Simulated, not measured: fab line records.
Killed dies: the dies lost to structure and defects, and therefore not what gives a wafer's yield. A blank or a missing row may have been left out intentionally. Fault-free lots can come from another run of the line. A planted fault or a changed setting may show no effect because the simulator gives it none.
Problem report in the 8D (eight disciplines) form, filled by code    flow sky130    the parts of the form that need people (team, actions taken, sign-off) are left out

## 1. WHAT WENT WRONG
At SKY_PAD_OPEN_PROBE_99, killed_at_front_end averages 310 over 6 wafers from 2 lots, while fault-free wafers read 16, standard deviation 4.5. Measured from the usual mean, that is +65 standard deviations.
Earliest sighting: wafer L597.1 on prober-02 at day 49 00:09. Wafers with a number at this step in the record: 27, from 9 lots. Rule for "out" (also "out of limits"): further than 4 standard deviations from the usual mean. All remaining wafers that have a number are taken as sound.

## 2. WHAT IT IS; WHAT IT IS NOT
question                     is                                               is not
which readings at this step  killed_at_front_end, killed_dies, killed_on_rim  killed_at_M4_up, killed_at_other
which lots                   L597, L600                                       L586, L588, L589, L590, L591, L593, L606
which wafers of those lots   all that have a number                           -
read on which tools          prober-01, prober-02                             -
when                         from day 49 00:09                                up to then (18 sound wafers); but 3 sound wafers of L606 came after

## 3. WHAT RULES OUT EACH SUSPECT
Counting: any tool at a process step up to the reading is kept as a suspect provided that every lot that is out went through it and no sound lot did after the first of them.
- furnace-01 at SKY_GATE_OXIDE_OXIDATION_01 (stabilise 600 s, purge 300 s, target thk 10.268 nm): kept. Every lot that is out went through it, starting with L597 (day 16 17:24), and after that it ran no sound lot; the last sound lot it ran before then is L593 (day 15 20:38).
Remaining after the count: furnace-01 at SKY_GATE_OXIDE_OXIDATION_01.

## 4. THE CAUSE (what the simulator had put in)
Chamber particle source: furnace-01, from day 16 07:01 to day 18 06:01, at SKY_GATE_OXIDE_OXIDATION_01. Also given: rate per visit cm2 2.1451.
Only this tool survived the counting.

## 5. THE CHAIN OF EFFECTS, in route order
One row per reading whose mean, taken over the struck wafers that have a number, lies over 3 standard deviations from the usual. Readings are gone through only where the record gives a usual standard deviation; hours: the median, over the lots, of the time from a lot's start at the first step in this table giving one to that lot's start at this step; sigmas: the change measured in usual standard deviations.
hours  step                   reading              usual  on struck wafers  change  sigmas
0      SKY_PAD_OPEN_PROBE_99  killed_at_front_end  16     310               +294    +65
0      SKY_PAD_OPEN_PROBE_99  killed_dies          87     360               +272    +30
0      SKY_PAD_OPEN_PROBE_99  killed_on_rim        17     72                +55     +15
Process steps it contains:
- SKY_PAD_OPEN_PROBE_99

## 6. WHAT WOULD HAVE CAUGHT IT SOONER
785 hours passed between the start of the fault at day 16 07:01 and the first reading out of limits in this record, taken at day 49 00:09.
No tool reading at SKY_GATE_OXIDE_OXIDATION_01 that has a usual standard deviation in the record was out on any struck wafer, so an alarm limit of 4 standard deviations on those readings would not have fired.
By day 49 00:09, every lot that is out (2) had started SKY_GATE_OXIDE_OXIDATION_01 on furnace-01. None of them would have been spared by holding the tool at that moment.
